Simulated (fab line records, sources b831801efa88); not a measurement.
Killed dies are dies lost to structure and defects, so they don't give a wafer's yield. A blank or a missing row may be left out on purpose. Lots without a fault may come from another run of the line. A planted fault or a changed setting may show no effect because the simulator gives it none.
One fault seen from 2 desks | flow gf180mcu | each desk has only its own numbers; what lay behind them comes last

THE METROLOGY DESK
What the gauges read, lot by lot, whatever tool the lot ran on: means of the sampled wafers that have a number. A lot is out of limits, marked OUT, if its mean lies more than 4 standard deviations from the usual mean; the brackets give that distance.
Columns: A = cd_nm at GF_STI_CD_MEAS_12, usual 219.7 nm; B = STI_OXIDATION_02_THK at GF_STI_THK_MEAS_30, usual 9.92 nm; C = MVPSD_TW at GF_MVPSD_TW_MEAS_11, usual 552.8
lot  | first seen here | A     | B               | C
L988 | day 2 01:05     | 219.8 | 9.77            | 550.6
L989 | day 2 06:08     | 221.1 | 9.83            | 553.9
L990 | day 2 12:02     | 219.3 | 9.81            | 553.5
L991 | day 2 19:11     | 219.4 | 9.93            | 554.7
L992 | day 2 22:37     | 219.0 | 9.87            | 552.8
L998 | day 4 04:11     | 218.3 | 15.43 (+28) OUT | 555.6
L999 | day 4 09:41     | 219.7 | 15.31 (+27) OUT | 551.6
L100 | day 4 17:11     | 220.1 | 15.47 (+28) OUT | 550.9
L104 | day 5 12:27     | 218.3 | 9.88            | 552.3
L105 | day 5 16:57     | 218.6 | 10.14           | 552.4
L111 | day 7 00:02     | 218.3 | 9.84            | 553.8
This desk's finding: out of limits on L100, L998, L999; first on L998, day 4 09:19 (STI_OXIDATION_02_THK at GF_STI_THK_MEAS_30). In limits: L988, L989, L990, L991, L992, L104, L105, L111.

THE TOOL OWNER'S DESK: furnace-02
The tool's own readings at GF_STI_OXIDATION_29 (stabilise 600 s, purge 300 s, target thk 10 nm): means of the sampled wafers that have a number, for each lot that ran on this tool. A lot is out of limits, marked OUT, if its mean lies more than 4 standard deviations from the usual mean; the brackets give that distance.
Columns: A = spike_tc_top_C at GF_STI_OXIDATION_29, usual 914.3 C
lot  | first seen here | A
L988 | day 2 06:49     | 915.0
L990 | day 2 15:13     | 915.8
L998 | day 4 07:55     | 914.9
L999 | day 4 12:41     | 915.4
L100 | day 4 21:52     | 915.3
This desk's finding: nothing out of limits on any of the 5 lots.

PUT TOGETHER
The metrology desk could have raised an alarm at day 4 09:19, on L100, L998, L999.
The tool owner's desk saw nothing out of limits.
The tool owner's desk has L100, L998, L999 on record, within its limits.
Of the lots named, all ran GF_STI_OXIDATION_29 on furnace-02.

WHAT THE SIMULATOR HAD PUT IN
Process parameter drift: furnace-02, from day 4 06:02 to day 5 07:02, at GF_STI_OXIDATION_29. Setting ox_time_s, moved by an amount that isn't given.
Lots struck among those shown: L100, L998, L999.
Hours from the fault's start to each desk's first reading out of limits: the metrology desk, 3.
